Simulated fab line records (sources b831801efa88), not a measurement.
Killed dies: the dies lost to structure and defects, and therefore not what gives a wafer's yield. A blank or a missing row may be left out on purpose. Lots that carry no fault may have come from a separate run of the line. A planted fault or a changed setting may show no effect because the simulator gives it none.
Matching of chambers    flow gf180mcu    cmp-01 running GF_V3_CMP_04: 4 sister chambers
The step polishes SiO2. 4 wafers are shown with their chamber, then 8 later ones without.

## WAFERS PAIRED WITH THEIR CHAMBERS
wafer   chamber  time-to-endpoint-s (s)
L728.2  3        75
L736.2  0        89
L737.6  1        79
L746.1  2        89

## WAFERS WITH NO CHAMBER GIVEN
wafer   time-to-endpoint-s (s)
L746.3  87
L746.4  88
L749.2  78
L749.3  70
L749.6  70
L751.2  85
L751.5  94
L751.6  82

## WHICH CHAMBER EACH WENT THROUGH
wafer   from the rows above                in truth
L746.3  can't be placed: 0 or 2 or 1       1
L746.4  can't be placed: 0 or 2            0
L749.2  can't be placed: 1 or 3            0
L749.3  can't be placed: 3 or 1            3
L749.6  can't be placed: 3 or 1            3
L751.2  can't be placed: 0 or 2 or 1 or 3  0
L751.5  can't be placed: 0 or 2            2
L751.6  can't be placed: 1 or 0 or 2 or 3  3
Placed correctly: 0 of 8. Cannot be placed on the basis of these rows: 8; the candidates contain the true chamber in 7. Number placed wrongly: 0.
How it was worked out, from the rows above alone: a wafer's distance from a chamber is the root of the sum, over the readings, of the square of ((its reading less the chamber's mean) divided by the reading's scatter). If the next closest chamber is less than 2 further off than the closest, the wafer can't be placed; otherwise it belongs to the closest. A chamber's mean is the mean of its shown wafers. The scatter: with one shown wafer a chamber, the root of the mean of the squares of how far each hidden wafer lies from its nearest shown one.
